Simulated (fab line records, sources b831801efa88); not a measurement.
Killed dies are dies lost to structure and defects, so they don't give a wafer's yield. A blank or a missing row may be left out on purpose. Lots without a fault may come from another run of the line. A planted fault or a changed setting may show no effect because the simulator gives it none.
fab line records | flow sky130
record lots=6 wafers=18 last_day=50
route steps=708 shown VIA3@586 METAL4@598 PAD_OPEN@708
lots that met no fault: from a run of the same line without faults
start_h: hours from the record's first day to the start of the lot's first wafer shown | wait_h: hours since the lot's step before | " the same as in the row above | L1.1+2: a row that stands for several wafers | - no value, or no start given | * or withheld: withheld | < > ~ a bound
route shown NAME@n: a module of which the file shows steps, and the number in the route of the first | usual: mean/standard deviation of fault-free wafers | same: alike in all rows | chamber/n: place in a boat | sites: the reading at each site | _std_site: their standard deviation | _edge_site: outer sites' mean less inner sites' | radius_mm: how far each site lies from the wafer's centre | mask NAME#n: copy n | behind: the tool/chamber that last shaped the wafer | hold: why the lot was held/for how many hours/how that ended | device: the transistor (n, p or np) that didn't switch | end of line: the same wafers' tests at the end of the route | a step without rows: its recipe alone | killed: dies lost to structure and defects at the first sort, not the wafer's yield | map: a wafer's dies, x killed, . not, _ none there
set.NAME: the setting as run; set.NAME@STEP: as run at that earlier step | model.NAME: the simulator's own value behind a step, which no gauge read
lots at some steps of the route; a table a step, a row a wafer
services: from which hour (start_h, from the record's first day; less than 0 if before it) a tool's chamber was out of use, for how many hours, and why
## steps
# step SKY_VIA3_OVL_MEAS_13
# usual VIA3_OVL=-4/6.4
# columns lot.wafer tool chamber start_h wait_h VIA3_OVL[nm]
L436.2 overlay-01 - 932.61 0.1 5
L436.4 " - " " 11
L436.6 " - " " 5
L438.1 overlay-01 - 951.27 0.1 0
L438.4 " - " " -6
L438.5 " - " " -4
L441.1 overlay-01 - 979.93 0.1 -8
L441.3 " - " " -10
L441.6 " - " " -6
L442.1 overlay-02 - 999.31 0.1 -2
L442.3 " - " " 1
L442.6 " - " " -6
L451.1 overlay-01 - 1049.66 0.1 -11
L451.4 " - " " 1
L451.6 " - " " -3
L456.3 overlay-01 - 1074.49 0.1 -11
L456.4 " - " " 2
L456.5 " - " " -11
# step SKY_VIA3_ETCH_14
# recipe chemistry=N2/H2 target=BARC ion_energy_ev=200 source_w=486 bias_w=100 pressure_mtorr=30 n2_flow_sccm=100 h2_flow_sccm=200 stop_on=SiO2 time_s=45.9 target_depth_a=600
# usual drypump_motor_current_A=5.9/0.42 oes_product_au=0.857/0.0041 throttle_valve_pct=13.225/0.0088
# columns lot.wafer tool chamber start_h wait_h drypump_motor_current_A oes_product_au rf_hours_counter_h throttle_valve_pct
L436.2 rie_diel-02 2 932.64 0.0 6.3 0.859 5 13.232
L436.4 " 3 " " 6.4 0.852 24 13.215
L436.6 " 2 " " 6.3 0.858 - 13.225
L438.1 rie_diel-03 3 951.31 0.0 6.4 0.857 6 13.220
L438.4 " 2 " " 5.1 0.856 18 13.231
L438.5 " 2 " " 5.1 0.858 - 13.220
L441.1 rie_diel-01 1 979.96 0.0 5.7 0.855 18 13.235
L441.3 " 0 " " 5.5 0.858 17 13.218
L441.6 " 2 " " 6.3 0.859 - 13.218
L442.1 rie_diel-03 1 999.34 0.0 5.4 0.857 10 13.216
L442.3 " 2 " " 5.1 0.856 19 13.213
L442.6 " 0 " " 5.8 0.854 - 13.208
L451.1 rie_diel-03 0 1049.69 0.0 5.8 0.862 15 13.227
L451.4 " 2 " " 5.1 0.863 20 13.216
L451.6 " 1 " " 5.4 0.863 - 13.225
L456.3 rie_diel-01 3 1074.51 0.0 6.3 0.859 18 13.213
L456.4 " 0 " " 5.5 0.859 21 13.215
L456.5 " 1 " " 5.7 0.857 - 13.224
# step SKY_VIA3_ETCH_15
# recipe target=SiO2 chemistry=C4F8/O2/Ar target_depth_nm=507 stop_on=TiN mask_material=KrF-thick source_w=1500 bias_w=1200 pressure_mtorr=40 c4f8_flow_sccm=withheld O2_flow_sccm=6 Ar_flow_sccm=300 time_s=78
# step SKY_VIA3_STRIP_16
# recipe chemistry=O2/N2 power_w=1400 pressure_mtorr=1500 platen_temp_c=withheld o2_flow_sccm=3000 n2_flow_sccm=300 overash_fraction=0.5
# step SKY_VIA3_STRIP_17
# recipe chemistry=post_etch_residue_remover time_s=1200 temp_c=72.5
# step SKY_VIA3_CLEAN_18
# recipe chemistry=IPA time_s=180 temp_c=25
# step SKY_VIA3_CLEAN_19
# recipe chemistry=O3/DIW dry=n2_spin
# step SKY_VIA3_SPUTTER_20
# recipe material=TiN target_thk_nm=20 chamber_pressure_pa=5 power_w=4000 time_s=80
# usual chamber_pressure_pa=4.999/0.0095 throttle_valve_pct=30.3/0.86
# columns lot.wafer tool chamber start_h wait_h chamber_pressure_pa throttle_valve_pct
L436.2 pvd_sputter-01 - 933.34 0.0 4.990 29.7
L436.4 " - " " 4.997 29.6
L436.6 " - " " 4.994 31.5
L438.1 pvd_sputter-02 - 952.52 0.0 4.995 29.8
L438.4 " - " " 5.002 30.1
L438.5 " - " " 4.999 30.5
L441.1 pvd_sputter-03 - 980.66 0.0 5.002 29.8
L441.3 " - " " 5.000 32.0
L441.6 " - " " 4.997 30.5
L442.1 pvd_sputter-01 - 1000.04 0.0 4.998 29.5
L442.3 " - " " 5.015 31.1
L442.6 " - " " 4.998 29.8
L451.1 pvd_sputter-03 - 1050.39 0.0 4.999 30.6
L451.4 " - " " 5.000 29.7
L451.6 " - " " 5.008 31.7
L456.3 pvd_sputter-02 - 1075.20 0.0 4.994 30.1
L456.4 " - " " 5.004 29.5
L456.5 " - " " 5.007 29.8
# step SKY_VIA3_CVD_21
# recipe material=W target_thk_nm=390 time_s=117.31 temp_c=400 pressure_torr=40
# usual chamber_pressure_Torr=40.01/0.094 heater_power_w=902/53
# columns lot.wafer tool chamber start_h wait_h chamber_pressure_Torr heater_power_w
L436.2 cvd_w-01 0 933.40 0.0 40.01 953
L436.4 " 1 " " 40.06 864
L436.6 " 1 " " 39.95 858
L438.1 cvd_w-01 1 952.58 0.0 40.10 886
L438.4 " 1 " " 40.11 880
L438.5 " 1 " " 40.14 892
L441.1 cvd_w-02 1 980.72 0.0 40.09 832
L441.3 " 0 " " 40.00 943
L441.6 " 0 " " 39.87 944
L442.1 cvd_w-02 0 1000.10 0.0 40.08 944
L442.3 " 1 " " 40.17 798
L442.6 " 1 " " 40.18 815
L451.1 cvd_w-02 1 1050.45 0.0 40.13 814
L451.4 " 0 " " 39.97 927
L451.6 " 1 " " 40.22 818
L456.3 cvd_w-01 0 1075.31 0.1 39.90 943
L456.4 " 1 " " 39.98 878
L456.5 " 0 " " 40.05 964
# step SKY_VIA3_RS_MEAS_22
# recipe thk_meas_gauge=four-point-probe reads=W_of_VIA3_CVD_21+TiN_of_VIA3_SPUTTER_20
# usual VIA3_W_RS=0.2923/0.0029
# columns lot.wafer tool chamber start_h wait_h VIA3_W_RS[ohm/sq]
L436.2 film_metro-03 - 933.54 0.1 0.2880
L436.4 " - " " 0.2906
L436.6 " - " " 0.2882
L438.1 film_metro-03 - 952.70 0.1 0.2881
L438.4 " - " " 0.2904
L438.5 " - " " 0.2923
L441.1 film_metro-04 - 980.84 0.1 0.2932
L441.3 " - " " 0.2940
L441.6 " - " " 0.2923
L442.1 film_metro-01 - 1000.22 0.1 0.2939
L442.3 " - " " 0.2929
L442.6 " - " " 0.2940
L451.1 film_metro-03 - 1050.57 0.1 0.2947
L451.4 " - " " 0.2899
L451.6 " - " " 0.2949
L456.3 film_metro-01 - 1075.43 0.1 0.2879
L456.4 " - " " 0.2921
L456.5 " - " " 0.2918
# step SKY_VIA3_THK_MEAS_23
# recipe thk_meas_gauge=xrf reads=W_of_VIA3_CVD_21
# usual VIA3_W_THK=394/5.3
# columns lot.wafer tool chamber start_h wait_h VIA3_W_THK[nm]
L436.2 film_metro-03 - 933.65 0.1 401
L436.4 " - " " 402
L436.6 " - " " 404
L438.1 film_metro-03 - 952.82 0.1 397
L438.4 " - " " 394
L438.5 " - " " 393
L441.1 film_metro-04 - 980.96 0.1 396
L441.3 " - " " 395
L441.6 " - " " 392
L442.1 film_metro-01 - 1000.34 0.1 395
L442.3 " - " " 400
L442.6 " - " " 396
L451.1 film_metro-03 - 1050.69 0.1 393
L451.4 " - " " 397
L451.6 " - " " 392
L456.3 film_metro-01 - 1075.53 0.1 400
L456.4 " - " " 392
L456.5 " - " " 398
# step SKY_VIA3_CMP_24
# recipe stop_on=SiO2 t_overpolish_s=20 down_force_psi=3.5 platen_rpm=60 target_thk_nm=0 pad_velocity_m_s=0.94248
# usual motor_current_A=11.0/1.5 overpolish_run_s=20.001/0.0093 slurry_flow_ml_min=150.0/0.48 time_to_endpoint_s=98/4.2
# columns lot.wafer tool chamber start_h wait_h motor_current_A overpolish_run_s slurry_flow_ml_min time_to_endpoint_s
L436.4 cmp-01 3 933.70 0.0 9.6 20.007 150.0 98
L436.2 " 0 " " 13.2 19.990 150.4 104
L436.6 " 0 " " 14.2 20.006 151.1 101
L438.1 cmp-02 3 952.99 0.2 10.2 19.991 149.9 93
L438.4 " 2 " " 9.1 20.003 149.8 97
L438.5 " 0 " " 11.7 19.999 149.8 101
L441.1 cmp-01 3 981.02 0.1 9.4 20.007 149.7 99
L441.3 " 2 " " 12.3 19.995 150.5 100
L441.6 " 3 " " 9.7 20.001 149.9 100
L442.3 cmp-01 2 1000.40 0.0 12.1 19.998 150.3 97
L442.1 " 0 " " 13.4 19.982 150.3 102
L442.6 " 3 " " 9.6 20.011 150.3 97
L451.1 cmp-02 0 1050.87 0.2 12.7 20.008 150.2 96
L451.4 " 1 " " 10.4 20.003 150.4 93
L451.6 " 1 " " 11.3 19.993 149.8 88
L456.3 cmp-01 0 1075.62 0.1 13.7 20.002 150.6 99
L456.4 " 2 " " 11.5 20.000 150.1 98
L456.5 " 0 " " 14.2 20.008 149.5 104
# step SKY_METAL4_SPUTTER_00
# recipe material=Ti target_thk_nm=15 power_w=3000 time_s=10 chamber_pressure_pa=0.4
# usual chamber_pressure_pa=0.4000/0.00082 throttle_valve_pct=30.0/0.78
# columns lot.wafer tool chamber start_h wait_h chamber_pressure_pa throttle_valve_pct model.Ti_of_METAL4_SPUTTER_00.thk_nm
L436.2 pvd_sputter-02 - 934.00 0.2 0.3999 29.7 15.02
L436.4 " - " " 0.3994 29.9 14.96
L436.6 " - " " 0.3993 30.1 15.05
L438.1 pvd_sputter-04 - 953.29 0.2 0.3985 30.0 15.4
L438.4 " - " " 0.4013 28.8 15.05
L438.5 " - " " 0.3996 28.8 15.16
L441.1 pvd_sputter-04 - 981.32 0.2 0.3392 33.0 15.42
L441.3 " - " " 0.3994 28.8 14.72
L441.6 " - " " 0.3986 30.3 15.05
L442.1 pvd_sputter-04 - 1000.70 0.1 0.3383 33.2 15.07
L442.3 " - " " 0.4021 28.6 14.67
L442.6 " - " " 0.3387 33.3 15.05
L451.1 pvd_sputter-03 - 1051.17 0.2 0.4015 30.4 14.94
L451.4 " - " " 0.4000 29.9 14.96
L451.6 " - " " 0.4006 29.9 14.87
L456.3 pvd_sputter-02 - 1075.87 0.2 0.3997 30.0 14.79
L456.4 " - " " 0.3979 29.8 15.12
L456.5 " - " " 0.4007 30.1 15.09
# step SKY_METAL4_SPUTTER_01
# recipe material=TiN target_thk_nm=20 power_w=6500 time_s=16.7 chamber_pressure_pa=0.4
# usual chamber_pressure_pa=0.4001/0.00084 throttle_valve_pct=30.0/0.78
# columns lot.wafer tool chamber start_h wait_h chamber_pressure_pa throttle_valve_pct
L436.2 pvd_sputter-02 - 934.02 0.0 0.4001 29.6
L436.4 " - " " 0.4006 30.1
L436.6 " - " " 0.3990 30.1
L438.1 pvd_sputter-04 - 953.31 0.0 0.4006 30.3
L438.4 " - " " 0.4013 29.0
L438.5 " - " " 0.4014 28.6
L441.1 pvd_sputter-04 - 981.34 0.0 0.3993 30.4
L441.3 " - " " 0.4013 28.6
L441.6 " - " " 0.4007 30.4
L442.1 pvd_sputter-04 - 1000.72 0.0 0.4017 30.6
L442.3 " - " " 0.3977 28.4
L442.6 " - " " 0.4018 30.3
L451.1 pvd_sputter-03 - 1051.19 0.0 0.4009 30.5
L451.4 " - " " 0.3996 30.0
L451.6 " - " " 0.3995 29.7
L456.3 pvd_sputter-02 - 1075.89 0.0 0.4000 29.8
L456.4 " - " " 0.4007 29.6
L456.5 " - " " 0.3994 30.1
# step SKY_PAD_OPEN_PROBE_99
# usual defect_limited_yield=82.5/1.8 killed_at_M0_to_M3=43/6.5 killed_at_M4_up=3.1/1.8 killed_at_contacts=24/4.8 killed_at_front_end=15/4.7 killed_at_other=0.3/0.58 killed_dies=86/8.6 killed_open=47/6.7 killed_short=39/6.1 sort_bin_3_pad_short=0.8/0.38 sort_bin_5_function=10.4/1.3 sort_bin_6_memory=6.2/1.1 sort_n_pass=406/8.6 sort_yield_pct=82.5/1.8
# same gross_dies=492 killed_at_back_side=0 sort_bin_4_leakage[%]=0 sort_bin_8_speed[%]=0
# columns lot.wafer tool chamber start_h wait_h defect_limited_yield[%] killed_at_M0_to_M3 killed_at_M4_up killed_at_contacts killed_at_front_end killed_at_other killed_dies killed_open killed_short sort_bin_3_pad_short[%] sort_bin_5_function[%] sort_bin_6_memory[%] sort_n_pass sort_yield_pct[%]
L441.1 prober-02 - 1117.04 0.1 82.5 42 0 17 27 0 86 45 41 1.4 10.4 5.7 406 82.5
L441.3 prober-02 - 1117.14 0.2 83.1 48 0 22 13 0 83 55 28 0.6 10.0 6.3 409 83.1
L441.6 prober-02 - 1117.29 0.2 81.1 39 2 26 25 1 93 47 46 0.8 11.0 7.1 399 81.1
L442.1 prober-02 - 1134.96 0.1 82.1 45 1 30 12 0 88 45 43 1.0 11.0 5.9 404 82.1
L442.3 prober-02 - 1135.06 0.2 81.1 53 2 23 15 0 93 50 43 1.4 10.4 7.1 399 81.1
L442.6 prober-02 - 1135.21 0.2 81.7 42 4 31 13 0 90 49 41 0.4 10.8 7.1 402 81.7
# killed by level:class
L441.1 VIA2:geometric_particle:open=10 FIELD_ISO:geometric_particle:short=9 CONTACT:geometric_particle:short=7 FIELD_ISO:geometric_particle:open=6 VIA1:geometric_particle:open=6 POLY_GATE:geometric_particle:open=5 LI_CONTACT:geometric_particle:open=5 VIA3:geometric_particle:open=5
L441.3 CONTACT:geometric_particle:open=13 METAL1:geometric_particle:short=9 VIA2:geometric_particle:open=9 VIA1:geometric_particle:open=7 FIELD_ISO:geometric_particle:open=6 LI_CONTACT:geometric_particle:open=6 METAL1:geometric_particle:open=6 VIA2:geometric_particle:short=6
L441.6 VIA1:geometric_particle:open=10 CONTACT:geometric_particle:open=9 POLY_GATE:geometric_particle:short=8 FIELD_ISO:geometric_particle:open=6 CONTACT:geometric_particle:short=6 VIA1:geometric_particle:short=6 METAL2:geometric_particle:short=6 LI_CONTACT:geometric_particle:open=5
L442.1 METAL2:geometric_particle:short=13 CONTACT:geometric_particle:open=13 VIA3:geometric_particle:open=8 VIA2:geometric_particle:open=6 LI_CONTACT:geometric_particle:open=6 LOCAL_INTERCONNECT:geometric_particle:short=6 FIELD_ISO:geometric_particle:open=4 METAL3:geometric_particle:short=4
L442.3 VIA1:geometric_particle:open=12 VIA3:geometric_particle:open=8 METAL1:geometric_particle:short=8 LI_CONTACT:geometric_particle:open=7 VIA2:geometric_particle:open=7 CONTACT:geometric_particle:open=6 CONTACT:geometric_particle:short=5 VIA1:geometric_particle:short=5
L442.6 CONTACT:geometric_particle:open=11 VIA2:geometric_particle:open=11 LI_CONTACT:geometric_particle:open=9 METAL2:geometric_particle:short=8 FIELD_ISO:geometric_particle:open=7 LI_CONTACT:geometric_particle:short=5 METAL1:geometric_particle:short=5 VIA1:geometric_particle:open=5
## services
# columns tool chamber start_h hours kind
cmp-02 - 908.99 7.3 pm
pvd_sputter-02 - 910.62 4.6 repair
cmp-01 - 916.47 2.9 pm
cvd_w-01 - 918.00 14.6 pm
cmp-02 - 919.40 5.2 pm
cmp-02 - 924.57 4.0 pm
cmp-01 - 928.72 4.9 pm
cmp-02 - 929.34 0.3 repair
pvd_sputter-02 - 929.41 2.2 repair
rie_diel-02 3 950.20 2.3 repair
pvd_sputter-02 0 958.13 - consumable_replace:kit
pvd_sputter-02 0 958.13 18.0 scheduled_down
rie_diel-03 1 961.63 15.9 repair
pvd_sputter-03 - 975.62 0.7 repair
rie_diel-02 3 989.40 2.9 repair
rie_diel-02 2 1002.67 7.6 repair
pvd_sputter-04 - 1010.58 3.0 repair
rie_diel-03 0 1018.39 5.8 repair
rie_diel-03 - 1018.99 14.6 pm
rie_diel-01 2 1024.00 14.9 repair
cmp-01 - 1037.58 17.4 pm
rie_diel-02 1 1055.88 7.8 repair
cmp-02 - 1060.88 2.2 repair
pvd_sputter-02 - 1068.27 6.0 repair
## key
first_sign step=SKY_METAL4_SPUTTER_00 reading=chamber_pressure_pa direction=down sigmas=75 usual=0.4000 struck=0.3387
effect step=SKY_METAL4_SPUTTER_00 reading=throttle_valve_pct direction=up sigmas=4.1 usual=30.0 struck=33.2
model_effect step=SKY_METAL4_SPUTTER_00 value=Ti_of_METAL4_SPUTTER_00.thk_nm without=14.84 struck=15.18
met_at SKY_METAL4_SPUTTER_00
struck_wafers L441.1,L442.1,L442.6
fault kind=process_parameter_drift tool=pvd_sputter-04 chamber=- onset_h=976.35 steps=SKY_METAL4_SPUTTER_00 channel=chamber_pressure_pa offset=-0.061421 shape=step end_h=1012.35 acts_in=these_recipes_only stated=0.4 scope=struck_wafers_only
